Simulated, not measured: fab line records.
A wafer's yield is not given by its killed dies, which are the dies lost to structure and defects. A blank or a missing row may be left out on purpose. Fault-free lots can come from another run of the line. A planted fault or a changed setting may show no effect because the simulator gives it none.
Chamber matching | flow gf180mcu | GF_STI_CMP_25 on cmp-02 has 4 sister chambers
The step polishes, stops on Si3N4, t overpolish 33 s, target thk 524.6 nm. 4 wafers are shown with their chamber, then 7 later ones without.

EACH WAFER AND ITS CHAMBER
wafer  | chamber | motor current A (A)
L874.6 | 1       | 10.3
L876.6 | 0       | 10.1
L878.4 | 2       | 8.9
L878.5 | 3       | 12.4

WAFERS WITH NO CHAMBER GIVEN
wafer  | motor current A (A)
L878.6 | 9.3
L886.2 | 9.4
L886.4 | 9.7
L886.5 | 9.7
L888.1 | 9.5
L888.4 | 12.4
L888.6 | 13.6

WHICH CHAMBER EACH ONE RAN IN
wafer  | from the rows above          | in truth
L878.6 | can't be placed: 2 or 0 or 1 | 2
L886.2 | can't be placed: 2 or 0 or 1 | 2
L886.4 | can't be placed: 0 or 1 or 2 | 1
L886.5 | can't be placed: 0 or 1 or 2 | 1
L888.1 | can't be placed: 0 or 2 or 1 | 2
L888.4 | 3                            | 3
L888.6 | 3                            | 3
2 of 7 placed correctly. Cannot be placed on the basis of these rows: 5; the candidates contain the true chamber in 5. Wrongly placed: 0.
How it was worked out, from the rows above alone: a wafer's distance from a chamber is the root of the sum, over the readings, of the square of ((its reading less the chamber's mean) divided by the reading's scatter). The wafer belongs to the nearest chamber; if the next one is less than 2 further off, it can't be placed. A chamber's mean is the mean of its shown wafers. The scatter (one wafer shown for each chamber): square how far every hidden wafer sits from the nearest shown wafer, average those squares and take the square root.
